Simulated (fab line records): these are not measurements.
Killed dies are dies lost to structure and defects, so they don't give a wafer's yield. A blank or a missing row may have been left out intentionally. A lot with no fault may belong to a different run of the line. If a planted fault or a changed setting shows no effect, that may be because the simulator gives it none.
fab line records	flow gf180mcu	part 1 of 2: steps 1 to 33 of 45
record lots=5	wafers=15	last_day=34
route steps=602 shown STI@19 DNWELL@32 NWELL@42 LVPWELL@54
lots that met no fault: from a run of the same line without faults
start_h: start of the lot's first displayed wafer, in hours after the record's first day	wait_h: hours elapsed since this lot's preceding step	" identical to the entry in the row above	L1.1+2: several wafers, shown together as one row	- no value, or no start given	* or withheld: withheld	< > ~ a bound
route shown NAME@n: a module of which the file shows steps, and the number in the route of the first	usual: mean/standard deviation taken from wafers without a fault	same: alike in all rows	chamber/n: place in a boat	sites: per-site readings	_std_site: how widely they spread, as a standard deviation	_edge_site: mean of outer sites minus mean of inner sites	radius_mm: for every site, how far away it sits from the centre of the wafer	mask NAME#n: copy n	behind: the last tool/chamber to shape the wafer	hold: cause of the lot's hold/its duration in hours/its outcome	device: the transistor (n, p or np) that didn't switch	end of line: tests of these same wafers at the route's end	a step given without rows: its recipe and nothing more	killed: the dies lost at the first sort to structure and to defects; this is not the yield of the wafer	map: dies across one wafer; x = killed, . = not, _ = none there
set.NAME: the setting as run; set.NAME@STEP: as run at that earlier step	model.NAME: the simulator's own value behind a step, which no gauge read
lots at some steps of the route; a table a step, a row a wafer
services: from which hour (start_h, from the record's first day; less than 0 if before it) a tool's chamber was out of use, for how many hours, and why
## steps
# step GF_STI_CLEAN_18
# recipe chemistry=SC1/SC2	mix=1:4:20	temp_c=70	time_s=150
# usual temp_c=70.00/0.11
lot.wafer	tool	chamber	start_h	wait_h	temp_c
L084.4	wet_bench-03	1	78.06	0.0	70.01
L084.5	"	1	"	"	70.22
L084.6	"	1	"	"	70.17
L085.3	wet_bench-01	0	82.63	0.0	69.92
L085.4	"	0	"	"	69.85
L085.6	"	0	"	"	69.91
L086.1	wet_bench-01	2	87.91	0.0	69.88
L086.3	"	2	"	"	69.92
L086.4	"	2	"	"	69.84
L095.1	wet_bench-04	3	134.02	0.0	69.96
L095.5	"	3	"	"	69.94
L095.6	"	3	"	"	70.11
L097.4	wet_bench-01	3	146.22	0.0	70.11
L097.5	"	3	"	"	70.18
L097.6	"	3	"	"	69.91
# step GF_STI_CLEAN_19
# recipe chemistry=dHF	time_s=20	dilution=100:1
lot.wafer	tool	chamber	start_h	wait_h
L084.4+5+6	wet_bench-04	0	78.11	0.0
L085.3+4+6	wet_bench-04	1	82.68	0.0
L086.1+3+4	wet_bench-01	2	87.96	0.0
L095.1+5+6	wet_bench-03	1	134.07	0.0
L097.4+5+6	wet_bench-03	3	146.27	0.0
# step GF_STI_WET_ETCH_20
# recipe chemistry=dHF	dilution=100:1	target_depth_nm=20	temp_c=25	dry=ipa_marangoni	target=SiO2	time_s=400
# usual temp_c=24.99/0.11
lot.wafer	tool	chamber	start_h	wait_h	temp_c
L084.4	wet_bench-03	1	78.13	0.0	24.90
L084.5	"	1	"	"	24.88
L084.6	"	1	"	"	24.85
L085.3	wet_bench-03	1	82.69	0.0	24.82
L085.4	"	1	"	"	24.69
L085.6	"	1	"	"	24.87
L086.1	wet_bench-01	0	87.98	0.0	24.90
L086.3	"	0	"	"	24.85
L086.4	"	0	"	"	24.90
L095.1	wet_bench-04	3	134.08	0.0	25.11
L095.5	"	3	"	"	25.13
L095.6	"	3	"	"	25.01
L097.4	wet_bench-04	0	146.29	0.0	24.81
L097.5	"	0	"	"	25.09
L097.6	"	0	"	"	24.95
# step GF_STI_OXIDATION_21
# recipe temp_c=1000	ambient=O2	stabilise_s=600	purge_s=300	target_thk_a=150	ox_time_s=458
# usual spike_tc_upper_C=999.4/1.6
# same stabilise_s=600
lot.wafer	tool	chamber	start_h	wait_h	spike_tc_upper_C
L084.4	furnace-02	0	78.25	0.0	1001.0
L084.5	"	0	"	"	1001.0
L084.6	"	0	"	"	1000.4
L085.3	furnace-01	0	82.81	0.0	998.4
L085.4	"	0	"	"	997.4
L085.6	"	0	"	"	999.3
L086.1	furnace-01	0	88.10	0.0	998.0
L086.3	"	0	"	"	999.7
L086.4	"	0	"	"	998.7
L095.1	furnace-02	0	134.20	0.0	1000.3
L095.5	"	0	"	"	1000.8
L095.6	"	0	"	"	1000.0
L097.4	furnace-01	0	146.41	0.0	998.5
L097.5	"	0	"	"	998.6
L097.6	"	0	"	"	998.3
# step GF_STI_THK_MEAS_22
# recipe reads=SiO2_of_STI_OXIDATION_21
# usual STI_OXIDATION_01_THK=15.02/0.26
lot.wafer	tool	chamber	start_h	wait_h	STI_OXIDATION_01_THK[nm]
L084.4	film_metro-04	-	79.40	0.0	14.95
L084.5	"	-	"	"	15.19
L084.6	"	-	"	"	15.30
L085.3	film_metro-01	-	83.96	0.0	14.72
L085.4	"	-	"	"	15.02
L085.6	"	-	"	"	15.25
L086.1	film_metro-02	-	89.22	0.0	15.18
L086.3	"	-	"	"	14.98
L086.4	"	-	"	"	15.11
L095.1	film_metro-04	-	135.33	0.0	14.64
L095.5	"	-	"	"	14.78
L095.6	"	-	"	"	14.67
L097.4	film_metro-02	-	147.56	0.0	15.09
L097.5	"	-	"	"	15.16
L097.6	"	-	"	"	15.42
# step GF_STI_CVD_23
# recipe material=SiO2	target_thk_nm=650	sigma_open_frac=0.3	time_s=108.3	temp_c=600	sih4_flow_sccm=57.73	pressure_mtorr=6
lot.wafer	tool	chamber	start_h	wait_h
L084.4+5+6	hdpcvd-01	0,2,1	79.47	0.1
L085.3+4+6	hdpcvd-01	2,0,1	84.00	0.0
L086.1+3+4	hdpcvd-01	1,0,2	89.28	0.1
L095.1+5+6	hdpcvd-02	2,2,1	135.39	0.1
L097.4+5+6	hdpcvd-02	0,2,1	147.63	0.1
# step GF_STI_THK_MEAS_24
# recipe reads=SiO2_of_STI_CVD_23
# usual STI_CVD_23_THK=624/8.8
lot.wafer	tool	chamber	start_h	wait_h	STI_CVD_23_THK[nm]
L084.4	film_metro-01	-	79.54	0.0	623
L084.5	"	-	"	"	635
L084.6	"	-	"	"	618
L085.3	film_metro-01	-	84.09	0.1	624
L085.4	"	-	"	"	609
L085.6	"	-	"	"	620
L086.1	film_metro-01	-	89.36	0.0	614
L086.3	"	-	"	"	607
L086.4	"	-	"	"	617
L095.1	film_metro-02	-	135.46	0.0	635
L095.5	"	-	"	"	627
L095.6	"	-	"	"	618
L097.4	film_metro-02	-	147.70	0.0	627
L097.5	"	-	"	"	639
L097.6	"	-	"	"	632
# step GF_STI_CMP_25
# recipe stop_on=Si3N4	t_overpolish_s=33	down_force_psi=4	platen_rpm=60	target_thk_nm=524.6	pad_velocity_m_s=0.94248
# usual motor_current_A=11.6/1.2	overpolish_run_s=33.000/0.0093	time_to_endpoint_s=120/5.7
lot.wafer	tool	chamber	start_h	wait_h	motor_current_A	overpolish_run_s	time_to_endpoint_s
L084.4	cmp-02	0	79.62	0.1	9.6	33.012	114
L084.5	"	3	"	"	12.7	32.990	117
L084.6	"	0	"	"	9.1	32.998	117
L085.4	cmp-01	1	84.18	0.1	12.5	33.009	115
L085.3	"	3	"	"	11.1	32.999	117
L085.6	"	1	"	"	11.0	33.001	119
L086.1	cmp-02	2	89.42	0.1	11.3	32.997	120
L086.4	"	3	"	"	12.2	33.011	114
L086.3	"	0	"	"	9.1	33.014	116
L095.1	cmp-02	2	135.62	0.1	11.5	33.012	124
L095.6	"	0	"	"	10.1	32.991	118
L095.5	"	1	"	"	12.4	32.998	118
L097.4	cmp-02	2	147.73	0.0	12.0	32.989	129
L097.5	"	2	"	"	11.7	33.000	123
L097.6	"	3	"	"	12.4	33.016	123
# step GF_STI_WET_ETCH_26
# recipe chemistry=dHF	target_depth_nm=94	target=SiO2	temp_c=25	dilution=10:1	time_s=188
# usual temp_c=25.01/0.12
lot.wafer	tool	chamber	start_h	wait_h	temp_c
L084.4	wet_bench-03	0	79.87	0.2	24.88
L084.5	"	0	"	"	24.98
L084.6	"	0	"	"	25.03
L085.3	wet_bench-01	1	84.43	0.1	25.13
L085.4	"	1	"	"	25.24
L085.6	"	1	"	"	25.09
L086.1	wet_bench-01	0	89.72	0.2	24.97
L086.3	"	0	"	"	24.97
L086.4	"	0	"	"	25.12
L095.1	wet_bench-03	1	135.82	0.1	24.96
L095.5	"	1	"	"	24.80
L095.6	"	1	"	"	24.94
L097.4	wet_bench-04	1	148.03	0.2	25.00
L097.5	"	1	"	"	25.22
L097.6	"	1	"	"	24.99
# step GF_STI_WET_ETCH_27
# recipe chemistry=H3PO4	target_depth_nm=160	target=Si3N4	temp_c=160	time_s=1825
# usual temp_c=160.02/0.15
lot.wafer	tool	chamber	start_h	wait_h	temp_c
L084.4	wet_bench-04	2	79.93	0.0	160.15
L084.5	"	2	"	"	159.90
L084.6	"	2	"	"	160.07
L085.3	wet_bench-03	0	84.49	0.0	160.03
L085.4	"	0	"	"	160.08
L085.6	"	0	"	"	160.09
L086.1	wet_bench-04	0	89.78	0.0	159.86
L086.3	"	0	"	"	159.80
L086.4	"	0	"	"	159.77
L095.1	wet_bench-04	2	135.88	0.0	160.12
L095.5	"	2	"	"	160.03
L095.6	"	2	"	"	159.89
L097.4	wet_bench-03	3	148.10	0.0	159.60
L097.5	"	3	"	"	159.72
L097.6	"	3	"	"	159.96
# step GF_STI_WET_ETCH_28
# recipe chemistry=dHF	target_depth_nm=20	dry=ipa_marangoni	target=SiO2	temp_c=25	dilution=10:1	time_s=40
# usual temp_c=25.03/0.11
lot.wafer	tool	chamber	start_h	wait_h	temp_c
L084.4	wet_bench-01	1	80.45	0.0	25.09
L084.5	"	1	"	"	24.93
L084.6	"	1	"	"	25.15
L085.3	wet_bench-04	0	85.01	0.0	25.10
L085.4	"	0	"	"	25.30
L085.6	"	0	"	"	25.28
L086.1	wet_bench-03	3	90.30	0.0	25.06
L086.3	"	3	"	"	24.92
L086.4	"	3	"	"	25.10
L095.1	wet_bench-01	2	136.40	0.0	24.98
L095.5	"	2	"	"	24.96
L095.6	"	2	"	"	24.83
L097.4	wet_bench-04	3	148.61	0.0	25.19
L097.5	"	3	"	"	25.03
L097.6	"	3	"	"	25.05
# step GF_STI_OXIDATION_29
# recipe temp_c=900	ambient=O2	stabilise_s=600	purge_s=300	target_thk_a=100	ox_time_s=1418
# usual spike_tc_upper_C=899.9/1.6
# same stabilise_s=600
lot.wafer	tool	chamber	start_h	wait_h	spike_tc_upper_C
L084.4	furnace-02	0	82.13	1.7	901.7
L084.5	"	0	"	"	902.1
L084.6	"	0	"	"	899.9
L085.3	furnace-02	0	85.03	0.0	901.5
L085.4	"	0	"	"	901.9
L085.6	"	0	"	"	901.0
L086.1	furnace-02	0	90.32	0.0	900.9
L086.3	"	0	"	"	902.2
L086.4	"	0	"	"	901.1
L095.1	furnace-01	0	136.69	0.3	898.8
L095.5	"	0	"	"	898.4
L095.6	"	0	"	"	900.4
L097.4	furnace-01	0	148.63	0.0	898.2
L097.5	"	0	"	"	897.2
L097.6	"	0	"	"	897.5
# step GF_STI_THK_MEAS_30
# recipe reads=SiO2_of_STI_OXIDATION_29
# usual STI_OXIDATION_02_THK=9.90/0.21
lot.wafer	tool	chamber	start_h	wait_h	STI_OXIDATION_02_THK[nm]
L084.4	film_metro-02	-	83.56	0.0	9.58
L084.5	"	-	"	"	9.64
L084.6	"	-	"	"	9.72
L085.3	film_metro-04	-	86.44	0.0	9.89
L085.4	"	-	"	"	9.77
L085.6	"	-	"	"	9.77
L086.1	film_metro-04	-	91.71	0.0	9.50
L086.3	"	-	"	"	9.73
L086.4	"	-	"	"	9.52
L095.1	film_metro-04	-	138.08	0.0	10.38
L095.5	"	-	"	"	10.27
L095.6	"	-	"	"	10.30
L097.4	film_metro-01	-	150.06	0.0	10.15
L097.5	"	-	"	"	9.86
L097.6	"	-	"	"	9.92
# step GF_DNWELL_DEHYDRATE_00
# recipe temp_c=200	time_s=60
lot.wafer	tool	chamber	start_h	wait_h
L084.4+5+6	litho_track-01	0	90.11	6.5
L085.3+4+6	litho_track-04	0	92.93	6.5
L086.1+3+4	litho_track-03	0	97.82	6.1
L095.1+5+6	litho_track-04	0	145.38	7.3
L097.4+5+6	litho_track-01	0	157.81	7.7
# step GF_DNWELL_HMDS_01
# recipe prime_time_s=60	prime_temp_c=120
lot.wafer	tool	chamber	start_h	wait_h
L084.4+5+6	litho_track-01	0	90.26	0.1
L085.3+4+6	litho_track-04	0	93.08	0.1
L086.1+3+4	litho_track-03	0	97.97	0.1
L095.1+5+6	litho_track-04	0	145.53	0.1
L097.4+5+6	litho_track-01	0	157.96	0.1
# step GF_DNWELL_COAT_02
# recipe spin_rpm=2000	resist_thk_nm=3000
lot.wafer	tool	chamber	start_h	wait_h
L084.4+5+6	litho_track-01	0	90.41	0.1
L085.3+4+6	litho_track-04	0	93.23	0.1
L086.1+3+4	litho_track-03	0	98.12	0.1
L095.1+5+6	litho_track-04	0	145.68	0.1
L097.4+5+6	litho_track-01	0	158.11	0.1
# step GF_DNWELL_SOFTBAKE_03
# recipe temp_c=110	time_s=withheld
lot.wafer	tool	chamber	start_h	wait_h
L084.4+5+6	litho_track-01	0	90.59	0.1
L085.3+4+6	litho_track-04	0	93.39	0.1
L086.1+3+4	litho_track-03	0	98.27	0.1
L095.1+5+6	litho_track-04	0	145.83	0.1
L097.4+5+6	litho_track-01	0	158.28	0.1
# step GF_DNWELL_EXPOSE_04
# recipe mask_id=DNWELL	target_cd_nm=1700	na=0.6	source_shape=conventional	sigma_outer=0.6	dose_mj=260
# usual focus_offset_nm=0.0/0.5
# same na=0.6
lot.wafer	tool	chamber	start_h	wait_h	mask	focus_offset_nm
L084.4	iline_stepper-02	0	-	-	DNWELL#0	0.2
L084.5	"	0	"	"	DNWELL#0	0.1
L084.6	"	0	"	"	DNWELL#0	0.4
L085.3	iline_stepper-02	0	-	-	DNWELL#0	-0.8
L085.4	"	0	"	"	DNWELL#0	-0.8
L085.6	"	0	"	"	DNWELL#0	0.1
L086.1	iline_stepper-01	0	-	-	DNWELL#0	0.2
L086.3	"	0	"	"	DNWELL#0	0.6
L086.4	"	0	"	"	DNWELL#0	0.9
L095.1	iline_stepper-02	0	-	-	DNWELL#0	-0.4
L095.5	"	0	"	"	DNWELL#0	0.1
L095.6	"	0	"	"	DNWELL#0	0.0
L097.4	iline_stepper-02	0	-	-	DNWELL#0	-0.9
L097.5	"	0	"	"	DNWELL#0	-0.2
L097.6	"	0	"	"	DNWELL#0	-0.9
# step GF_DNWELL_PEB_05
# recipe temp_c=115	time_s=withheld
lot.wafer	tool	chamber	start_h	wait_h
L084.4+5+6	litho_track-04	0	-	-
L085.3+4+6	litho_track-03	0	-	-
L086.1+3+4	litho_track-04	0	-	-
L095.1+5+6	litho_track-01	0	-	-
L097.4+5+6	litho_track-04	0	-	-
# step GF_DNWELL_DEVELOP_06
# recipe wall_angle_deg=90	develop_time_s=60	dev_temp_c=23
# same develop_time_s=60
lot.wafer	tool	chamber	start_h	wait_h
L084.4+5+6	litho_track-04	0	-	-
L085.3+4+6	litho_track-03	0	-	-
L086.1+3+4	litho_track-04	0	-	-
L095.1+5+6	litho_track-01	0	-	-
L097.4+5+6	litho_track-04	0	-	-
# step GF_DNWELL_IMPLANT_07
# recipe species=P	energy_kev=1500	dose_cm2=1e+13	tilt_deg=0
lot.wafer	tool	chamber	start_h	wait_h
L084.4+5+6	implanter-03	0	97.10	-
L085.3+4+6	implanter-04	0	100.97	-
L086.1+3+4	implanter-03	0	105.98	-
L095.1+5+6	implanter-01	0	154.18	-
L097.4+5+6	implanter-03	0	165.75	-
# step GF_DNWELL_STRIP_08
# recipe chemistry=O2/N2	power_w=1400	pressure_mtorr=1500	platen_temp_c=250	o2_flow_sccm=3000	n2_flow_sccm=300	overash_fraction=0.5
# usual chamber_pressure_mTorr=1499.8/1.3	drypump_motor_current_A=5.9/0.41	heater_power_w=314/37	oes_product_au=0.722/0.0048	platen_temp_c=250.01/0.16	strip_time_to_endpoint_s=36.92/0.099
# same overash_fraction=0.5
lot.wafer	tool	chamber	start_h	wait_h	chamber_pressure_mTorr	drypump_motor_current_A	heater_power_w	oes_product_au	platen_temp_c	rf_hours_counter_h	strip_time_to_endpoint_s
L084.4	plasma_asher-02	1	97.21	0.1	1497.7	6.6	282	0.725	249.77	-	36.71
L084.5	"	0	"	"	1500.6	6.3	358	0.717	250.12	-	36.74
L084.6	"	1	"	"	1499.6	6.5	277	0.716	249.94	-	36.77
L085.3	plasma_asher-01	0	101.10	0.1	1499.6	5.5	283	0.714	249.97	-	36.88
L085.4	"	1	"	"	1503.3	5.7	358	0.722	250.14	-	36.95
L085.6	"	0	"	"	1497.7	5.5	287	0.719	250.00	-	36.96
L086.1	plasma_asher-03	1	106.13	0.1	1501.0	5.6	305	0.722	250.03	45	36.86
L086.3	"	0	"	"	1502.0	5.6	271	0.720	249.76	-	36.94
L086.4	"	1	"	"	1502.4	5.6	296	0.717	250.17	-	36.84
L095.1	plasma_asher-02	0	154.33	0.1	1499.1	6.3	366	0.721	250.19	37	36.98
L095.5	"	1	"	"	1499.3	6.6	287	0.719	250.13	-	37.04
L095.6	"	0	"	"	1501.2	6.3	359	0.729	250.02	-	37.12
L097.4	plasma_asher-03	1	165.86	0.1	1497.8	5.6	301	0.712	249.86	-	36.81
L097.5	"	0	"	"	1501.1	5.6	272	0.728	250.21	-	36.86
L097.6	"	1	"	"	1499.0	5.6	302	0.724	250.25	-	36.84
# step GF_DNWELL_TW_MEAS_09
# usual DNWELL_TW=1355/13
lot.wafer	tool	chamber	start_h	wait_h	DNWELL_TW
L084.4	film_metro-01	-	97.31	0.1	1339
L084.5	"	-	"	"	1340
L084.6	"	-	"	"	1346
L085.3	film_metro-03	-	101.19	0.1	1369
L085.4	"	-	"	"	1368
L085.6	"	-	"	"	1354
L086.1	film_metro-01	-	106.23	0.1	1346
L086.3	"	-	"	"	1353
L086.4	"	-	"	"	1352
L095.1	film_metro-01	-	154.43	0.1	1355
L095.5	"	-	"	"	1355
L095.6	"	-	"	"	1354
L097.4	film_metro-03	-	165.96	0.1	1370
L097.5	"	-	"	"	1356
L097.6	"	-	"	"	1369
# step GF_NWELL_DEHYDRATE_00
# recipe temp_c=200	time_s=60
lot.wafer	tool	chamber	start_h	wait_h
L084.4+5+6	litho_track-04	0	104.40	7.1
L085.3+4+6	litho_track-02	0	108.22	7.0
L086.1+3+4	litho_track-03	0	113.07	6.8
L095.1+5+6	litho_track-02	0	162.17	7.7
L097.4+5+6	litho_track-02	0	173.70	7.7
# step GF_NWELL_HMDS_01
# recipe prime_time_s=60	prime_temp_c=120
lot.wafer	tool	chamber	start_h	wait_h
L084.4+5+6	litho_track-04	0	104.55	0.1
L085.3+4+6	litho_track-02	0	108.37	0.1
L086.1+3+4	litho_track-03	0	113.22	0.1
L095.1+5+6	litho_track-02	0	162.32	0.1
L097.4+5+6	litho_track-02	0	173.85	0.1
# step GF_NWELL_COAT_02
# recipe spin_rpm=2000	resist_thk_nm=3000
lot.wafer	tool	chamber	start_h	wait_h
L084.4+5+6	litho_track-04	0	104.70	0.1
L085.3+4+6	litho_track-02	0	108.52	0.1
L086.1+3+4	litho_track-03	0	113.37	0.1
L095.1+5+6	litho_track-02	0	162.47	0.1
L097.4+5+6	litho_track-02	0	174.00	0.1
# step GF_NWELL_SOFTBAKE_03
# recipe temp_c=110	time_s=withheld
lot.wafer	tool	chamber	start_h	wait_h
L084.4+5+6	litho_track-04	0	104.88	0.1
L085.3+4+6	litho_track-02	0	108.69	0.1
L086.1+3+4	litho_track-03	0	113.52	0.1
L095.1+5+6	litho_track-02	0	162.62	0.1
L097.4+5+6	litho_track-02	0	174.17	0.1
# step GF_NWELL_EXPOSE_04
# recipe mask_id=Nwell	target_cd_nm=860	na=0.6	source_shape=conventional	sigma_outer=0.6	dose_mj=260
# usual focus_offset_nm=0.0/0.53
# same na=0.6
lot.wafer	tool	chamber	start_h	wait_h	mask	focus_offset_nm
L084.4	iline_stepper-01	0	-	-	Nwell#0	0.1
L084.5	"	0	"	"	Nwell#0	0.0
L084.6	"	0	"	"	Nwell#0	-0.7
L085.3	iline_stepper-01	0	-	-	Nwell#0	-0.5
L085.4	"	0	"	"	Nwell#0	-0.5
L085.6	"	0	"	"	Nwell#0	-0.3
L086.1	iline_stepper-02	0	-	-	Nwell#0	1.1
L086.3	"	0	"	"	Nwell#0	0.1
L086.4	"	0	"	"	Nwell#0	-0.6
L095.1	iline_stepper-01	0	-	-	Nwell#0	0.4
L095.5	"	0	"	"	Nwell#0	0.4
L095.6	"	0	"	"	Nwell#0	-0.1
L097.4	iline_stepper-02	0	-	-	Nwell#0	0.2
L097.5	"	0	"	"	Nwell#0	-0.1
L097.6	"	0	"	"	Nwell#0	0.1
# step GF_NWELL_PEB_05
# recipe temp_c=115	time_s=withheld
lot.wafer	tool	chamber	start_h	wait_h
L084.4+5+6	litho_track-04	0	-	-
L085.3+4+6	litho_track-04	0	-	-
L086.1+3+4	litho_track-04	0	-	-
L095.1+5+6	litho_track-03	0	-	-
L097.4+5+6	litho_track-02	0	-	-
# step GF_NWELL_DEVELOP_06
# recipe wall_angle_deg=90	develop_time_s=60	dev_temp_c=23
# same develop_time_s=60
lot.wafer	tool	chamber	start_h	wait_h
L084.4+5+6	litho_track-04	0	-	-
L085.3+4+6	litho_track-04	0	-	-
L086.1+3+4	litho_track-04	0	-	-
L095.1+5+6	litho_track-03	0	-	-
L097.4+5+6	litho_track-02	0	-	-
# step GF_NWELL_OVL_MEAS_07
# usual NWELL_OVL=0.8/1.5
lot.wafer	tool	chamber	start_h	wait_h	NWELL_OVL[nm]
L084.4	overlay-01	-	111.84	-	-1.0
L084.5	"	-	"	"	1.8
L084.6	"	-	"	"	1.5
L085.3	overlay-02	-	116.04	-	1.8
L085.4	"	-	"	"	1.1
L085.6	"	-	"	"	1.6
L086.1	overlay-02	-	121.18	-	1.6
L086.3	"	-	"	"	0.6
L086.4	"	-	"	"	-2.1
L095.1	overlay-02	-	170.82	-	0.8
L095.5	"	-	"	"	1.2
L095.6	"	-	"	"	1.6
L097.4	overlay-01	-	182.19	-	-1.8
L097.5	"	-	"	"	0.1
L097.6	"	-	"	"	1.8
# step GF_NWELL_IMPLANT_08
# recipe species=P	energy_kev=450	dose_cm2=1.5e+13	tilt_deg=0
lot.wafer	tool	chamber	start_h	wait_h
L084.4+5+6	implanter-01	0	111.94	0.1
L085.3+4+6	implanter-03	0	116.11	0.1
L086.1+3+4	implanter-03	0	121.21	0.0
L095.1+5+6	implanter-03	0	170.85	0.0
L097.4+5+6	implanter-02	0	182.28	0.1
# step GF_NWELL_IMPLANT_09
# recipe species=P	energy_kev=160	dose_cm2=4e+12	tilt_deg=0
lot.wafer	tool	chamber	start_h	wait_h
L084.4+5+6	implanter-01	0	112.09	0.1
L085.3+4+6	implanter-03	0	116.26	0.1
L086.1+3+4	implanter-03	0	121.36	0.1
L095.1+5+6	implanter-03	0	171.00	0.1
L097.4+5+6	implanter-02	0	182.43	0.1
